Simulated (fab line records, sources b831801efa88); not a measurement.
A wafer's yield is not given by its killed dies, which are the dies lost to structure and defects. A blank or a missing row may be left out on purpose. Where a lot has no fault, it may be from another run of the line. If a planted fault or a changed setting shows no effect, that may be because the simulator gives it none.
Comparing a struck lot with a sound one ; flow sky130 ; 15 steps out of a route of 708
Sound: these wafers, L415.1, L415.2, L415.4. Wafers L420.1, L420.3, L420.6 were the ones struck. Last of all comes the cause.
Per side, at each step with rows, come the tool, then ch with its chambers, and then its first start. Under that, the readings that differ: sound wafers ; struck wafers ; difference of the means ; sigmas: that difference in standard deviations of wafers without a fault.
alike: readings with means less than 2 such deviations apart, plus words and numbers identical on both sides. not compared: withheld readings, readings lacking a value on some wafer, bounds such as >300 that could conceal the same value, and numbers that have no deviation in the record and whose values overlap.
Wherever a step has rows on one side only, a row that says differs or no value, or a row with sigmas, the two part there. When numbers do not overlap yet have no deviation, they are printed without sigmas and do not part them. A reading missing from all wafers of one side parts the sides only when that side holds two or more wafers.

SKY_VIA4_STRIP_13: strips in O2/N2.
  sound on plasma_asher-01 ch 0,1, day 45 17:26; struck on plasma_asher-02 ch 0,1, day 46 23:03
reading;sound;struck;difference;sigmas
strip_time_to_endpoint_s (s);12.84 12.85 12.86;12.72 12.74 12.80;-0.10;-3
  alike: drypump_motor_current_A, o2_flow_sccm, oes_product_au
  not compared: rf_hours_counter_h
then, 3 steps without rows for these wafers: SKY_VIA4_STRIP_14 (strips in post etch residue remover, time 1200 s); SKY_VIA4_CLEAN_15 (cleans in IPA, time 180 s); SKY_VIA4_CLEAN_16 (cleans in O3/DIW).
SKY_VIA4_SPUTTER_17: material TiN, target thk 20 nm, time 80 s.
  sound on pvd_sputter-03 at day 45 18:04; struck on pvd_sputter-02 at day 46 23:43
  alike: throttle_valve_pct
then, 1 step without rows for these wafers: SKY_VIA4_CVD_18 (deposits W, target thk 505 nm, time 152.14 s).
SKY_VIA4_RS_MEAS_19: measures by four-point-probe.
  sound on film_metro-02 at day 45 18:17; struck on film_metro-02 at day 46 23:56
  alike: VIA4_W_RS
SKY_VIA4_THK_MEAS_20: measures by xrf.
  sound on film_metro-02 at day 45 18:24; struck on film_metro-02 at day 47 00:03
  alike: VIA4_W_THK
then, 1 step without rows for these wafers: SKY_VIA4_CMP_21 (polishes, stops on SiO2, t overpolish 25 s, target thk 0 nm).
SKY_METAL5_SPUTTER_00: material Ti, target thk 15 nm, time 10 s.
  sound on pvd_sputter-02 at day 45 18:46; struck on pvd_sputter-04 at day 47 00:50
  alike: throttle_valve_pct
SKY_METAL5_SPUTTER_01: material TiN, target thk 20 nm, time 16.7 s.
  sound on pvd_sputter-02 at day 45 18:47; struck on pvd_sputter-04 at day 47 00:52
  alike: throttle_valve_pct
then, 1 step without rows for these wafers: SKY_METAL5_SPUTTER_02 (material AlCu, target thk 1150 nm, time 61.2 s).
SKY_METAL5_SPUTTER_03: material Ti, target thk 5 nm, time 3.3 s.
  sound on pvd_sputter-02 at day 45 18:52; struck on pvd_sputter-04 at day 47 00:56
reading;sound;struck;difference;sigmas
model.Ti_of_METAL5_SPUTTER_03.thk_nm (nm);4.975 5.004 5.087;7.41 7.317 7.439;+2.37;
  alike: throttle_valve_pct
SKY_METAL5_SPUTTER_04: material TiN, target thk 70 nm, time 58.3 s.
  sound on pvd_sputter-02 at day 45 18:52; struck on pvd_sputter-04 at day 47 00:58
  alike: throttle_valve_pct
then, 1 step without rows for these wafers: SKY_PAD_OPEN_PROBE_99.

## WHERE THEY PART
SKY_VIA4_STRIP_13 only, going by this record. Later steps at which nothing parts them and some readings are alike: SKY_VIA4_SPUTTER_17, SKY_VIA4_RS_MEAS_19, SKY_VIA4_THK_MEAS_20, SKY_METAL5_SPUTTER_00, SKY_METAL5_SPUTTER_01, SKY_METAL5_SPUTTER_03, SKY_METAL5_SPUTTER_04.

WHY: the cause the simulator had injected
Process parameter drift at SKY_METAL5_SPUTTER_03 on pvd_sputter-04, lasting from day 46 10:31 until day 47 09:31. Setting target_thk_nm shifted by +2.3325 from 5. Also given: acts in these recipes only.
